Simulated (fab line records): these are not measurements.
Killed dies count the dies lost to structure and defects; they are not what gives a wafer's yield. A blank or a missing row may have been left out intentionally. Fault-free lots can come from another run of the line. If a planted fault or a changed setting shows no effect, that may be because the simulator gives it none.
fab line records	flow gf180mcu
record lots=13	wafers=38	lastDay=34
route steps=602 shown SALICIDE@280 CONTACT@302 M1@315
lots with no fault: from the same line, run without faults
startH: the number of hours between the record's first day and the start of the first shown wafer of the lot	waitH: how many hours have passed since the lot's step before this one	" same as the row above	L1.1+2: a row that stands for several wafers	- no value, or no start was given	* or withheld: withheld	< > ~ a bound
route shown NAME@n: NAME is a module with steps in the file, n the number in the route of the first one	usual: mean/standard deviation taken from wafers without a fault	same: alike in all rows	chamber/n: place in a boat	sites: per-site readings	_std_site: how widely they spread, as a standard deviation	_edge_site: outer sites' mean less inner sites'	radiusMm: for every site, how far away it sits from the centre of the wafer	mask NAME#n: copy n	behind: the most recent tool/chamber to have shaped the wafer	hold: the reason the lot was held/the length of the hold in hours/how it ended	device: transistor that didn't switch, given as n, p or np	end of line: the tests these same wafers got at the end of their route	a step with no rows: only its recipe	killed: count of dies lost to structure and defects at first sort (not the wafer's yield)	map: a wafer's dies, x killed, . not, _ none there
set.NAME: setting as actually run; set.NAME@STEP: the setting as run at that earlier step	model.NAME: the simulator's own value behind a step, which no gauge read
route steps across a sampled set of lots; one table per step, one row per wafer
services: a tool's chamber out of use, with start hour (startH, from the record's first day; less than 0 if before it), hours out, and reason
## steps
# step GF_SALICIDE_SPUTTER_02
# recipe material=Co	targetThkNm=10	powerW=1000	timeS=20	chamberPressurePa=0.4
# usual throttleValvePct=30.1/0.78
lot.wafer	tool	chamber	startH	waitH	throttleValvePct
L730.2	pvdSputter-03	-	338.50	0.0	29.6
L730.5	"	-	"	"	29.1
L730.6	"	-	"	"	31.0
L731.2	pvdSputter-04	-	352.48	0.0	30.3
L731.5	"	-	"	"	30.0
L731.6	"	-	"	"	31.8
L732.1	pvdSputter-01	-	358.10	0.0	29.4
L732.3	"	-	"	"	30.3
L732.5	"	-	"	"	30.1
L733.1	pvdSputter-04	-	366.62	0.0	29.9
L733.5	"	-	"	"	30.6
L733.6	"	-	"	"	29.9
L734.1	pvdSputter-01	-	380.51	0.0	29.4
L734.3	"	-	"	"	29.7
L734.6	"	-	"	"	29.4
L735.1	pvdSputter-04	-	388.73	0.0	30.1
L735.5	"	-	"	"	29.2
L735.6	"	-	"	"	32.0
L736.2	pvdSputter-03	-	395.61	0.0	30.7
L736.3	"	-	"	"	29.2
L736.5	"	-	"	"	30.8
L737.1	pvdSputter-04	-	403.36	0.0	31.5
L737.4	"	-	"	"	29.2
L737.6	"	-	"	"	28.9
L738.1	pvdSputter-01	-	414.26	0.0	30.4
L738.2	"	-	"	"	29.4
L738.3	"	-	"	"	29.7
L741.2	pvdSputter-01	-	438.01	0.0	30.2
L741.3	"	-	"	"	29.6
L741.5	"	-	"	"	30.1
L742.1	pvdSputter-03	-	449.84	0.0	29.6
L742.2	"	-	"	"	30.7
L742.6	"	-	"	"	30.5
L743.1	pvdSputter-03	-	455.88	0.0	30.0
L743.3	"	-	"	"	29.1
L743.6	"	-	"	"	29.4
L751.5	pvdSputter-04	-	527.02	0.0	30.0
L751.6	"	-	"	"	30.5
# step GF_CONTACT_OVL_MEAS_15
# usual CONTACT_OVL=3/7
lot.wafer	tool	chamber	startH	waitH	CONTACT_OVL[nm]
L730.2	overlay-02	-	360.15	0.1	5
L730.5	"	-	"	"	1
L730.6	"	-	"	"	12
L731.2	overlay-02	-	376.30	0.1	13
L731.5	"	-	"	"	0
L731.6	"	-	"	"	6
L732.1	overlay-02	-	382.08	0.1	-6
L732.3	"	-	"	"	-4
L732.5	"	-	"	"	-5
L733.1	overlay-02	-	391.24	0.1	5
L733.5	"	-	"	"	12
L733.6	"	-	"	"	21
L734.1	overlay-01	-	404.80	0.1	4
L734.3	"	-	"	"	1
L734.6	"	-	"	"	9
L735.1	overlay-02	-	413.25	0.1	6
L735.5	"	-	"	"	15
L735.6	"	-	"	"	-4
L736.2	overlay-02	-	419.99	0.1	14
L736.3	"	-	"	"	2
L736.5	"	-	"	"	-8
L737.1	overlay-02	-	429.04	0.1	7
L737.4	"	-	"	"	3
L737.6	"	-	"	"	10
L738.1	overlay-01	-	440.00	0.1	1
L738.2	"	-	"	"	-2
L738.3	"	-	"	"	3
L741.2	overlay-01	-	463.68	0.1	4
L741.3	"	-	"	"	-10
L741.5	"	-	"	"	-5
L742.1	overlay-01	-	475.20	0.1	14
L742.2	"	-	"	"	9
L742.6	"	-	"	"	12
L743.1	overlay-01	-	481.38	0.1	8
L743.3	"	-	"	"	6
L743.6	"	-	"	"	2
L751.5	overlay-02	-	550.50	0.0	-4
L751.6	"	-	"	"	1
# step GF_CONTACT_CVD_24
# recipe material=W	targetThkNm=300	timeS=90.339	tempC=400	pressureTorr=40
# usual heaterPowerW=805/74	susceptorTempC=400.01/0.22
lot.wafer	tool	chamber	startH	waitH	heaterPowerW	susceptorTempC
L730.2	cvdW-02	0	360.75	0.0	793	399.87
L730.5	"	1	"	"	820	399.85
L730.6	"	0	"	"	792	399.47
L731.2	cvdW-02	1	376.89	0.0	815	400.22
L731.5	"	1	"	"	814	400.09
L731.6	"	0	"	"	782	399.63
L732.1	cvdW-02	1	382.69	0.0	816	399.93
L732.3	"	1	"	"	813	399.97
L732.5	"	1	"	"	796	400.22
L733.1	cvdW-01	1	391.85	0.0	755	400.56
L733.5	"	1	"	"	771	400.46
L733.6	"	0	"	"	927	399.71
L734.1	cvdW-02	0	405.40	0.0	761	400.04
L734.3	"	1	"	"	771	400.32
L734.6	"	1	"	"	787	400.30
L735.1	cvdW-02	1	413.85	0.0	766	399.75
L735.5	"	0	"	"	728	400.01
L735.6	"	1	"	"	771	399.77
L736.2	cvdW-01	0	420.58	0.0	949	400.20
L736.3	"	0	"	"	933	400.02
L736.5	"	1	"	"	760	399.70
L737.1	cvdW-02	0	429.65	0.0	753	399.90
L737.4	"	1	"	"	758	400.10
L737.6	"	1	"	"	778	400.02
L738.1	cvdW-01	1	440.59	0.0	774	399.96
L738.2	"	0	"	"	945	400.08
L738.3	"	1	"	"	763	399.89
L741.2	cvdW-01	1	464.28	0.0	735	399.93
L741.3	"	0	"	"	917	400.05
L741.5	"	0	"	"	925	399.98
L742.1	cvdW-02	0	475.80	0.0	749	399.73
L742.2	"	1	"	"	776	399.68
L742.6	"	1	"	"	780	399.75
L743.1	cvdW-01	1	481.98	0.0	751	400.18
L743.3	"	1	"	"	770	399.97
L743.6	"	1	"	"	746	400.09
L751.5	cvdW-02	1	551.16	0.1	782	399.94
L751.6	"	0	"	"	754	399.38
# step GF_CONTACT_RS_MEAS_25
# recipe thkMeasGauge=four-point-probe	reads=W_of_CONTACT_CVD_24+TiN_of_CONTACT_SPUTTER_23+Ti_of_CONTACT_SPUTTER_22
# usual CONTACT_W_RS=0.386/0.0045
lot.wafer	tool	chamber	startH	waitH	CONTACT_W_RS[ohm/sq]
L730.2	filmMetro-04	-	360.87	0.1	0.396
L730.5	"	-	"	"	0.393
L730.6	"	-	"	"	0.392
L731.2	filmMetro-01	-	377.01	0.1	0.391
L731.5	"	-	"	"	0.393
L731.6	"	-	"	"	0.391
L732.1	filmMetro-04	-	382.79	0.1	0.398
L732.3	"	-	"	"	0.392
L732.5	"	-	"	"	0.395
L733.1	filmMetro-03	-	391.95	0.1	0.388
L733.5	"	-	"	"	0.387
L733.6	"	-	"	"	0.383
L734.1	filmMetro-01	-	405.50	0.1	0.384
L734.3	"	-	"	"	0.387
L734.6	"	-	"	"	0.382
L735.1	filmMetro-03	-	413.95	0.1	0.390
L735.5	"	-	"	"	0.394
L735.6	"	-	"	"	0.388
L736.2	filmMetro-01	-	420.70	0.1	0.382
L736.3	"	-	"	"	0.382
L736.5	"	-	"	"	0.384
L737.1	filmMetro-04	-	429.75	0.1	0.389
L737.4	"	-	"	"	0.385
L737.6	"	-	"	"	0.387
L738.1	filmMetro-03	-	440.69	0.1	0.387
L738.2	"	-	"	"	0.385
L738.3	"	-	"	"	0.391
L741.2	filmMetro-03	-	464.40	0.1	0.391
L741.3	"	-	"	"	0.392
L741.5	"	-	"	"	0.386
L742.1	filmMetro-04	-	475.90	0.1	0.383
L742.2	"	-	"	"	0.386
L742.6	"	-	"	"	0.385
L743.1	filmMetro-03	-	482.08	0.1	0.394
L743.3	"	-	"	"	0.392
L743.6	"	-	"	"	0.395
L751.5	filmMetro-01	-	551.27	0.1	0.387
L751.6	"	-	"	"	0.474
# step GF_CONTACT_THK_MEAS_26
# recipe thkMeasGauge=xrf	reads=W_of_CONTACT_CVD_24
# usual CONTACT_W_THK=295/4.7
lot.wafer	tool	chamber	startH	waitH	CONTACT_W_THK[nm]
L730.2	filmMetro-04	-	360.98	0.1	287
L730.5	"	-	"	"	289
L730.6	"	-	"	"	287
L731.2	filmMetro-01	-	377.12	0.1	295
L731.5	"	-	"	"	296
L731.6	"	-	"	"	296
L732.1	filmMetro-04	-	382.91	0.1	284
L732.3	"	-	"	"	289
L732.5	"	-	"	"	287
L733.1	filmMetro-03	-	392.07	0.1	294
L733.5	"	-	"	"	295
L733.6	"	-	"	"	297
L734.1	filmMetro-01	-	405.62	0.1	299
L734.3	"	-	"	"	297
L734.6	"	-	"	"	302
L735.1	filmMetro-03	-	414.07	0.1	291
L735.5	"	-	"	"	287
L735.6	"	-	"	"	292
L736.2	filmMetro-01	-	420.81	0.1	302
L736.3	"	-	"	"	301
L736.5	"	-	"	"	300
L737.1	filmMetro-04	-	429.87	0.1	291
L737.4	"	-	"	"	299
L737.6	"	-	"	"	294
L738.1	filmMetro-03	-	440.81	0.1	296
L738.2	"	-	"	"	296
L738.3	"	-	"	"	293
L741.2	filmMetro-03	-	464.51	0.1	291
L741.3	"	-	"	"	290
L741.5	"	-	"	"	295
L742.1	filmMetro-04	-	476.02	0.1	296
L742.2	"	-	"	"	294
L742.6	"	-	"	"	295
L743.1	filmMetro-03	-	482.20	0.1	287
L743.3	"	-	"	"	290
L743.6	"	-	"	"	288
L751.5	filmMetro-01	-	551.35	0.1	298
L751.6	"	-	"	"	244
# step GF_M1_SPUTTER_00
# recipe material=Ti	targetThkNm=37.5	arrivingIonEnergyEv=80	substrateTempC=200	chamberPressurePa=2	powerW=4000	timeS=150
# usual throttleValvePct=30.1/0.87
lot.wafer	tool	chamber	startH	waitH	throttleValvePct
L730.2	pvdSputter-04	-	361.33	0.1	30.6
L730.5	"	-	"	"	31.8
L730.6	"	-	"	"	29.4
L731.2	pvdSputter-04	-	377.47	0.2	30.7
L731.5	"	-	"	"	31.8
L731.6	"	-	"	"	30.1
L732.1	pvdSputter-04	-	383.27	0.2	30.0
L732.3	"	-	"	"	29.2
L732.5	"	-	"	"	29.8
L733.1	pvdSputter-02	-	392.43	0.1	30.2
L733.5	"	-	"	"	30.4
L733.6	"	-	"	"	29.0
L734.1	pvdSputter-01	-	405.98	0.1	29.8
L734.3	"	-	"	"	29.2
L734.6	"	-	"	"	29.6
L735.1	pvdSputter-04	-	414.43	0.2	32.0
L735.5	"	-	"	"	29.4
L735.6	"	-	"	"	30.6
L736.2	pvdSputter-04	-	421.16	0.2	31.9
L736.3	"	-	"	"	30.0
L736.5	"	-	"	"	29.8
L737.1	pvdSputter-02	-	430.23	0.2	28.8
L737.4	"	-	"	"	30.5
L737.6	"	-	"	"	30.3
L738.1	pvdSputter-04	-	441.17	0.2	29.9
L738.2	"	-	"	"	31.8
L738.3	"	-	"	"	29.0
L741.2	pvdSputter-04	-	464.86	0.1	29.8
L741.3	"	-	"	"	31.9
L741.5	"	-	"	"	29.4
L742.1	pvdSputter-01	-	476.38	0.1	30.1
L742.2	"	-	"	"	29.7
L742.6	"	-	"	"	30.0
L743.1	pvdSputter-04	-	482.56	0.2	29.0
L743.3	"	-	"	"	30.5
L743.6	"	-	"	"	29.0
L751.5	pvdSputter-02	-	551.72	0.1	29.0
L751.6	"	-	"	"	30.7
## services
tool	chamber	startH	hours	kind
pvdSputter-01	2	333.99	-	consumableReplace:kit
pvdSputter-01	2	333.99	18.0	scheduledDown
pvdSputter-01	2	333.99	18.0	ventCycle
pvdSputter-01	-	351.57	1.0	repair
cvdW-02	-	390.00	14.0	pm
cvdW-02	0	390.00	14.0	ventCycle
cvdW-02	1	390.00	14.0	ventCycle
cvdW-02	0	404.00	-	clean
cvdW-02	1	404.00	-	clean
cvdW-01	-	417.24	2.4	repair
cvdW-02	-	440.01	2.8	pm
pvdSputter-04	0	452.97	-	consumableReplace:kit
pvdSputter-04	0	452.97	18.0	scheduledDown
pvdSputter-04	0	452.97	18.0	ventCycle
pvdSputter-04	-	468.70	5.2	repair
pvdSputter-01	-	477.87	5.1	repair
cvdW-01	-	478.52	2.8	pm
pvdSputter-04	-	491.37	1.8	repair
pvdSputter-03	-	515.90	1.9	repair
cvdW-02	1	522.52	9.0	repair
pvdSputter-01	1	540.00	-	consumableReplace:kit
cvdW-02	-	540.47	6.9	pm
cvdW-01	-	550.10	0.3	repair
cvdW-01	-	551.47	6.9	pm
## key
firstSign step=GF_CONTACT_RS_MEAS_25	reading=CONTACT_W_RS	direction=up	sigmas=20	usual=0.386	struck=0.474
effect step=GF_CONTACT_THK_MEAS_26	reading=CONTACT_W_THK	direction=down	sigmas=11	usual=295	struck=244
metAt GF_CONTACT_CVD_24
struckLots L751
struckWafers L751.6
testerLeftOut L751
notActingAt GF_SALICIDE_SPUTTER_02,GF_CONTACT_OVL_MEAS_15,GF_M1_SPUTTER_00
onsetBetween 475.80 551.16
fault kind=processParameterDrift	tool=cvdW-02	chamber=-	onsetH=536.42	steps=GF_CONTACT_CVD_24	channel=targetThkNm	offset=-53.474	shape=step	endH=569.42	scope=struckWafersOnly	actsIn=theseRecipesOnly	stated=300
# testerLeftOut: of these lots the tester's yield and bins aren't shown, on N5 and GAA mostly nor the transistor test; their killed dies are dies lost to structure and defects alone, not to doping, threshold or leakage, so they don't give the yield
